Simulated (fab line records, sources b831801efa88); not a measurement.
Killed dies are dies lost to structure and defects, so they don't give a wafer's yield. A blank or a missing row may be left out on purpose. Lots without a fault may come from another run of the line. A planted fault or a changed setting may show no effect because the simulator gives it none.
Which tool did it? | flow sky130 | 13 lots, 39 wafers sampled, at 5 steps of a route of 708

WHAT THE GAUGES READ, wafer by wafer
SKY_VT_ADJUST_LVTN_TW_MEAS_21. Usual: VT_ADJUST_LVTN_2_TW 187.6, standard deviation 2.4.
lot  | measured     | on            | VT_ADJUST_LVTN_2_TW | flag
L639 | day 8 14:48  | film_metro-02 | 184.3 184.7 183.3   |
L641 | day 9 01:38  | film_metro-01 | 191.7 190.5 191.5   |
L642 | day 9 02:29  | film_metro-01 | 191.4 190.1 190.8   |
L643 | day 9 14:29  | film_metro-01 | 190.2 190.3 190.5   |
L645 | day 9 16:35  | film_metro-04 | 187.9 188.3 187.2   |
L648 | day 10 16:59 | film_metro-02 | 186.0 185.4 186.2   |
L653 | day 12 02:14 | film_metro-02 | 184.9 184.0 185.3   |
L654 | day 12 05:14 | film_metro-04 | 187.1 186.8 186.7   |
L655 | day 12 11:23 | film_metro-02 | 184.8 184.5 185.8   |
L656 | day 12 17:53 | film_metro-01 | 191.2 190.7 189.9   |
L659 | day 13 15:23 | film_metro-04 | 188.4 188.7 188.8   |
L660 | day 14 07:43 | film_metro-04 | 186.9 186.5 186.9   |
L661 | day 14 13:13 | film_metro-04 | 187.3 186.7 187.2   |

SKY_VT_ADJUST_NCORE_CD_MEAS_07: target cd 380 nm. Usual: cd_nm 381.0 nm, standard deviation 2.6.
lot  | measured     | on        | cd_nm (nm)        | flag
L639 | day 9 11:47  | cd_sem-02 | 380.5 383.9 381.6 |
L641 | day 9 23:24  | cd_sem-02 | 381.0 383.6 382.5 |
L642 | day 9 23:47  | cd_sem-01 | 376.6 375.9 377.8 |
L643 | day 10 12:52 | cd_sem-02 | 380.0 381.5 379.3 |
L645 | day 10 14:25 | cd_sem-02 | 380.7 381.6 383.3 |
L648 | day 11 16:27 | cd_sem-01 | 364.9 366.8 380.4 | OFF
L653 | day 13 02:52 | cd_sem-01 | 382.0 382.7 381.9 |
L654 | day 13 06:05 | cd_sem-01 | 383.4 380.7 383.4 |
L655 | day 13 12:13 | cd_sem-02 | 381.1 380.2 379.4 |
L656 | day 13 19:17 | cd_sem-01 | 381.7 384.2 383.3 |
L659 | day 14 18:10 | cd_sem-01 | 384.3 381.9 382.5 |
L660 | day 15 10:32 | cd_sem-02 | 376.4 375.3 376.7 |
L661 | day 15 16:21 | cd_sem-01 | 378.9 377.4 379.9 |

SKY_VT_ADJUST_PCH_TW_MEAS_10. Usual: VT_ADJUST_PCH_TW 142.5, standard deviation 1.7.
lot  | measured     | on            | VT_ADJUST_PCH_TW  | flag
L639 | day 11 10:01 | film_metro-03 | 142.7 143.0 142.8 |
L641 | day 11 23:15 | film_metro-03 | 142.3 143.2 142.1 |
L642 | day 11 23:33 | film_metro-02 | 140.6 140.6 139.6 |
L643 | day 12 12:26 | film_metro-01 | 143.6 144.3 144.3 |
L645 | day 12 16:34 | film_metro-02 | 140.2 140.0 139.6 |
L648 | day 13 18:47 | film_metro-01 | 144.5 145.0 144.0 |
L653 | day 15 09:09 | film_metro-01 | 144.2 144.4 143.0 |
L654 | day 15 12:06 | film_metro-03 | 142.3 143.1 143.5 |
L655 | day 15 18:47 | film_metro-02 | 141.3 140.1 141.0 |
L656 | day 16 01:58 | film_metro-02 | 140.7 140.4 140.7 |
L659 | day 17 03:44 | film_metro-02 | 140.8 140.4 141.3 |
L660 | day 17 20:37 | film_metro-01 | 143.7 144.6 143.1 |
L661 | day 18 01:26 | film_metro-03 | 143.5 143.2 142.9 |

WHICH TOOL RAN EACH LOT (tool, then ch and the chambers of the sampled wafers, then the start)
lot  | SKY_VT_ADJUST_NCORE_DEVELOP_06    | SKY_VT_ADJUST_HVTR_STRIP_10
L639 | litho_track-03 ch 0, day 9 11:39  | plasma_asher-01 ch 0,1, day 10 10:20
L641 | litho_track-03 ch 0, day 9 23:15  | plasma_asher-03 ch 0,1, day 10 23:00
L642 | litho_track-04 ch 0, day 9 23:38  | plasma_asher-03 ch 0,1, day 10 23:14
L643 | litho_track-04 ch 0, day 10 12:43 | plasma_asher-01 ch 0,1, day 11 12:38
L645 | litho_track-04 ch 0, day 10 14:16 | plasma_asher-01 ch 0,1, day 11 15:04
L648 | litho_track-03 ch 0, day 11 16:18 | plasma_asher-04 ch 0,1, day 12 17:36
L653 | litho_track-04 ch 0, day 13 02:43 | plasma_asher-01 ch 0,1, day 14 05:25
L654 | litho_track-04 ch 0, day 13 05:56 | plasma_asher-01 ch 0,1, day 14 08:58
L655 | litho_track-04 ch 0, day 13 12:04 | plasma_asher-03 ch 0,1, day 14 15:31
L656 | litho_track-02 ch 0, day 13 19:08 | plasma_asher-01 ch 0,1, day 14 21:46
L659 | litho_track-04 ch 0, day 14 18:01 | plasma_asher-03 ch 0,1, day 15 22:18
L660 | litho_track-04 ch 0, day 15 10:23 | plasma_asher-04 ch 0,1, day 16 14:59
L661 | litho_track-03 ch 0, day 15 16:12 | plasma_asher-03 ch 0,1, day 16 20:48
- SKY_VT_ADJUST_NCORE_DEVELOP_06: develop time 60 s.
- SKY_VT_ADJUST_HVTR_STRIP_10: strips in O2/N2.

WHAT THE TOOLS THEMSELVES READ (means of the sampled wafers that have a number; where no wafer has one, the mark that the record gives instead)
SKY_VT_ADJUST_HVTR_STRIP_10. Usual: drypump_motor_current_A 5.69 A, standard deviation 0.19; oes_product_au 0.716 a.u., standard deviation 0.0048; strip_time_to_endpoint_s 14.17 s, standard deviation 0.036.
lot  | tool            | drypump_motor_current_A (A) | oes_product_au (a.u.) | strip_time_to_endpoint_s (s) | flag
L639 | plasma_asher-01 | 5.74                        | 0.712                 | 14.15                        |
L641 | plasma_asher-03 | 5.79                        | 0.717                 | 14.14                        |
L642 | plasma_asher-03 | 5.78                        | 0.719                 | 14.20                        |
L643 | plasma_asher-01 | 5.73                        | 0.717                 | 14.17                        |
L645 | plasma_asher-01 | 5.74                        | 0.718                 | 14.17                        |
L648 | plasma_asher-04 | 5.53                        | 0.718                 | 14.20                        |
L653 | plasma_asher-01 | 5.74                        | 0.713                 | 14.19                        |
L654 | plasma_asher-01 | 5.73                        | 0.718                 | 14.15                        |
L655 | plasma_asher-03 | 5.88                        | 0.713                 | 14.20                        |
L656 | plasma_asher-01 | 5.74                        | 0.718                 | 14.15                        |
L659 | plasma_asher-03 | 5.88                        | 0.715                 | 14.16                        |
L660 | plasma_asher-04 | 5.41                        | 0.715                 | 14.18                        |
L661 | plasma_asher-03 | 5.76                        | 0.713                 | 14.14                        |

THE ANSWER, worked out from the rows above alone
Rule: a lot is off if the mean of its wafers that have a number lies more than 3 standard deviations from the usual mean. A lot without any number at a reading at which 4 lots or more have one is off too. The other lots that the step has rows for count as sound. The gauges are gone through in route order, then the tools' own readings, and for those a lot's mean is taken as printed above. The first step at which some lot is off is used, and at that step the reading that is off furthest; a lot without a number counts as furthest.
Off: L648, at SKY_VT_ADJUST_NCORE_CD_MEAS_07 (cd_nm).
A tool fits if, at a process step before that reading, it ran every lot that is off, and no sound lot after the first of them. The gauges at SKY_VT_ADJUST_NCORE_CD_MEAS_07 are tried like those tools. None of those tried fits.

WHAT THE SIMULATOR HAD PUT IN
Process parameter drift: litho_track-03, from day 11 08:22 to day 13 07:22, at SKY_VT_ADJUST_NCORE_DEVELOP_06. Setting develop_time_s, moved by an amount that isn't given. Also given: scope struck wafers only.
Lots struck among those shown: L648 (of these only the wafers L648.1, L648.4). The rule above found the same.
